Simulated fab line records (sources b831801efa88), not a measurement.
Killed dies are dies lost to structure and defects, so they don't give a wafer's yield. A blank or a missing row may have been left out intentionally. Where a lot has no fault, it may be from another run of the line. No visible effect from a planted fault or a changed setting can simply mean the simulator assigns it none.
Comparing a struck lot with a sound one ; flow sky130 ; 23 steps out of a route of 708
Sound: wafers L519.1, L519.4, L519.6. Wafers struck: L536.2, L536.5, L536.6. Last of all comes the cause.
Order at every step that has rows: each side's tool, ch and its chambers, its first start. Under that, the readings that differ: sound wafers ; struck wafers ; difference of the means ; sigmas: that difference in standard deviations of wafers without a fault.
alike: a reading whose means differ by less than 2 such deviations, as well as words and numbers matching on both sides. not compared: withheld readings; readings where some wafer has no value; bounds like >300 that might hide an equal value; numbers whose values overlap and for which the record gives no deviation.
Wherever a step has rows on one side only, a row that says differs or no value, or a row with sigmas, the two part there. Numbers that have no deviation but don't overlap get no sigmas and don't part them. Lack of a reading on every wafer of one side parts them only where that side has two or more wafers.

SKY_METAL3_ETCH_17: etches SiO2 in C4F8/O2/Ar, stops on TiN, time 3.9 s, target depth 15 nm.
  sound on rie diel-01 ch 0,1,2, day 40 10:36; struck on rie diel-02 ch 1,2,3, day 44 11:27
  alike: oes product au
  not compared: rf hours counter h
SKY_METAL3_METAL_ETCH_18: etches the open film in Cl2/BCl3, stops on SiO2, target depth 845 nm, time 183.1 s.
  sound on rie metal-01 ch 0,1, day 40 10:37; struck on rie metal-01 ch 0,1, day 44 11:28
  alike: drypump motor current A, oes product au, throttle valve pct
  not compared: rf hours counter h
SKY_METAL3_STRIP_19: strips in O2/N2.
  sound on plasma asher-01 ch 0,1, day 40 10:48; struck on plasma asher-04 ch 0,1, day 44 11:38
  alike: drypump motor current A, o2 flow sccm, oes product au, strip time to endpoint s
  not compared: rf hours counter h
then, 4 steps without rows for these wafers: SKY_METAL3_STRIP_20 (strips in post etch residue remover, time 1200 s); SKY_METAL3_CLEAN_21 (cleans in IPA, time 180 s); SKY_METAL3_CLEAN_22 (cleans in O3/DIW); SKY_VIA3_HDPCVD_00 (deposits SiO2, target thk 1635 nm, time 272.5 s).
SKY_VIA3_THK_MEAS_01:
  sound on film metro-01 at day 40 11:34; struck on film metro-04 at day 44 12:25
  alike: VIA3_HDPCVD_THK
SKY_VIA3_CMP_02: polishes SiO2.
  sound on cmp-02 ch 1,3, day 40 11:40; struck on cmp-02 ch 0,2,3, day 44 12:37
  alike: motor current A
SKY_VIA3_BOW_MEAS_03:
  sound on film metro-01 at day 40 11:55; struck on film metro-01 at day 44 12:47
  alike: VIA3_BOW
then, 2 steps without rows for these wafers: SKY_VIA3_DEHYDRATE_04 (time 60 s); SKY_VIA3_HMDS_05 (prime time 60 s).
SKY_VIA3_COAT_06: resist thk 60 nm.
  sound on litho track-01 ch 0, day 41 00:08; struck on litho track-02 ch 0, day 44 23:35
reading;sound;struck;difference;sigmas
spin speed rpm (rpm);2998.1 3001.1 2999.5;2646.1 2644.3 2647.3;-353.7;-99 or more
  not compared: resist line temp C
then, 5 steps without rows for these wafers: SKY_VIA3_COAT_07 (resist thk 450 nm); SKY_VIA3_SOFTBAKE_08 (time 90 s); SKY_VIA3_EXPOSE_09 (exposes mask VIM3, target cd 200 nm); SKY_VIA3_PEB_10; SKY_VIA3_DEVELOP_11 (develop time 60 s).
SKY_VIA3_CD_MEAS_12 targets a cd of 200 nm.
  sound on cd sem-02 at day 41 12:29; struck on cd sem-01 at day 45 11:11
  alike: cd nm
SKY_VIA3_OVL_MEAS_13:
  sound on overlay-02 at day 41 12:37; struck on overlay-01 at day 45 11:17
  alike: VIA3_OVL
SKY_VIA3_ETCH_14: etches BARC in N2/H2, stops on SiO2, time 45.9 s, target depth 60 nm.
  sound on rie diel-03 ch 1,3, day 41 12:39; struck on rie diel-03 ch 0,1, day 45 11:19
reading;sound;struck;difference;sigmas
oes product au (a.u.);0.860 0.859 0.855;0.879 0.889 0.885;+0.026;+6
model.etch.depth nm (nm);60.16 60.33 60.11;63.88 64.09 64.03;+3.80;
  alike: drypump motor current A, throttle valve pct
  not compared: rf hours counter h
SKY_VIA3_ETCH_15: etches SiO2 in C4F8/O2/Ar, stops on TiN, target depth 507 nm, time 78 s.
  sound on rie diel-03 ch 1,3, day 41 12:41; struck on rie diel-03 ch 0,1, day 45 11:22
  alike: oes product au
  not compared: rf hours counter h
following that, these wafers have no rows for 1 step: SKY_PAD_OPEN_PROBE_99.

== WHERE THEY PART ==
Earliest at SKY_VIA3_COAT_06; latest, in this record, at SKY_VIA3_ETCH_14. Later steps at which nothing parts them and some readings are alike: SKY_VIA3_ETCH_15.

WHY: what the simulator had put in
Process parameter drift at SKY_VIA3_COAT_06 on litho track-02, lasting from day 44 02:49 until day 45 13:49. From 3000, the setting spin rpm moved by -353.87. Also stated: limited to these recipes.
